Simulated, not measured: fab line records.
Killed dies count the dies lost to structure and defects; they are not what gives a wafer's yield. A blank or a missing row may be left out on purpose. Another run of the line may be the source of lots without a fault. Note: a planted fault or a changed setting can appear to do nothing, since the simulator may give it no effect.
Split-lot experiment | flow sky130 | route with 708 steps; 5 lots, 23 wafers read

## THE SPLIT ITSELF
At SKY_VT_ADJUST_PCH_SOFTBAKE_03, the setting tempC was moved away from the recipe's 110 C on 10 of the 23 wafers read, by -2.9% to +1.5%. All remaining wafers had this setting at the recipe value.

## FROM THE SPLIT TO THE READING: what the file shows between them, 2 steps
- SKY_VT_ADJUST_PCH_EXPOSE_04: exposes mask NWM, target cd 840 nm
- SKY_VT_ADJUST_PCH_PEB_05

## THE READING
coat_of_VT_ADJUST_PCH_COAT_02.thkNm (the simulator's own value, which no gauge read), in nm, at SKY_VT_ADJUST_PCH_DEVELOP_06 (develop time 60 s). No usual value for it is given in the file. The 13 wafers here that ran the recipe average 2993 nm, standard deviation 10 nm.

wafer  | tool, chamber at the split | tempC as run, C | against the recipe | coat_of_VT_ADJUST_PCH_COAT_02.thkNm, nm | against lot-mates on the recipe
L075.1 | lithoTrack-01, 0           | 106.8           | -2.9%              | 3028                                    | +29
L075.2 | lithoTrack-01, 0           | 110             | recipe             | 2999                                    | -
L075.3 | lithoTrack-01, 0           | 110             | recipe             | 2999                                    | -
L075.5 | lithoTrack-01, 0           | 106.8           | -2.9%              | 3032                                    | +33
L075.6 | lithoTrack-01, 0           | 106.8           | -2.9%              | 3029                                    | +30
L076.2 | lithoTrack-01, 0           | 111.2           | +1.1%              | 2972                                    | -12
L076.3 | lithoTrack-01, 0           | 110             | recipe             | 2984                                    | -
L076.5 | lithoTrack-01, 0           | 110             | recipe             | 2984                                    | -
L076.4 | lithoTrack-01, 0           | 111.2           | +1.1%              | 2983                                    | -1
L076.6 | lithoTrack-01, 0           | 111.2           | +1.1%              | 2983                                    | -1
L079.3 | lithoTrack-04, 0           | 110             | recipe             | 3000                                    | -
L079.5 | lithoTrack-04, 0           | 110             | recipe             | 2990                                    | -
L079.6 | lithoTrack-04, 0           | 110             | recipe             | 3002                                    | -
L082.1 | lithoTrack-03, 0           | 110             | recipe             | 3006                                    | -
L082.2 | lithoTrack-03, 0           | 107.8           | -2.0%              | 3034                                    | +29
L082.3 | lithoTrack-03, 0           | 110             | recipe             | 2997                                    | -
L082.4 | lithoTrack-03, 0           | 107.8           | -2.0%              | 3031                                    | +26
L082.5 | lithoTrack-03, 0           | 110             | recipe             | 3011                                    | -
L084.1 | lithoTrack-01, 0           | 110             | recipe             | 2980                                    | -
L084.2 | lithoTrack-01, 0           | 110             | recipe             | 2983                                    | -
L084.4 | lithoTrack-01, 0           | 110             | recipe             | 2979                                    | -
L084.5 | lithoTrack-01, 0           | 111.6           | +1.5%              | 2962                                    | -19
L084.6 | lithoTrack-01, 0           | 111.6           | +1.5%              | 2970                                    | -11

THE FIT
A straight line over all 23 wafers: coat_of_VT_ADJUST_PCH_COAT_02.thkNm changes by -14.6 nm for each +1% of tempC; r = -0.90; the points scatter about the line by 9.4 nm.
The same after taking each lot's own level away (the mean of its wafers on the recipe; 23 wafers): -10.4 nm for each +1%; r = -0.95; scatter 4.9 nm.
On that fit, the largest move of tempC shifts the reading by 30 nm.
The lots' own levels span 2980.7 to 3004.7 nm, that is 2.4 times the standard deviation above.
So the slope is not independent of the lot-to-lot level: the two fits are not the same.
Check: +32.5 nm against its lot-mates is what the line predicts for one of the wafers moved furthest among these (-2.9%) when that wafer is left out of the fit. It came out at +29 nm against them.

## THE OTHER SPLITS THESE WAFERS WENT THROUGH
Other splits were also applied to these wafers ahead of the reading. Each is held against what the fit with the lots' levels taken away leaves over:
other split on the same wafers              | wafers away from the commonest value | r with coat_of_VT_ADJUST_PCH_COAT_02.thkNm (lot level and that fit taken away)
SKY_VT_ADJUST_HVTP_SOFTBAKE_03 tempC        | 10                                   | -0.21
SKY_VT_ADJUST_HVTP_IMPLANT_09 doseCm2       | 7                                    | +0.64
SKY_VT_ADJUST_LVTN_IMPLANT_08 doseCm2       | 8                                    | -0.34
SKY_VT_ADJUST_LVTN_IMPLANT_19 energyKev     | 7                                    | -0.14
SKY_VT_ADJUST_NCORE_DEVELOP_06 developTimeS | 6                                    | +0.02
SKY_VT_ADJUST_HVTR_IMPLANT_09 doseCm2       | 7                                    | -0.09

## THE WHOLE CHAIN: every reading that the file lists as answering this split, in the file's order
step                         | what it does      | reading                                                                              | change (the file's fit)              | r (the file's)
SKY_VT_ADJUST_PCH_DEVELOP_06 | develop time 60 s | coat_of_VT_ADJUST_PCH_COAT_02.thkNm (the simulator's own value, which no gauge read) | -10.9 nm for each +1% of the setting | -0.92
SKY_VT_ADJUST_PCH_STRIP_09   | strips in O2/N2   | stripTimeToEndpointS                                                                 | withheld for each +1% of the setting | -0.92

## FILE'S OWN FIT
coat_of_VT_ADJUST_PCH_COAT_02.thkNm changes by -10.9 nm for each +1% of tempC, r = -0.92.
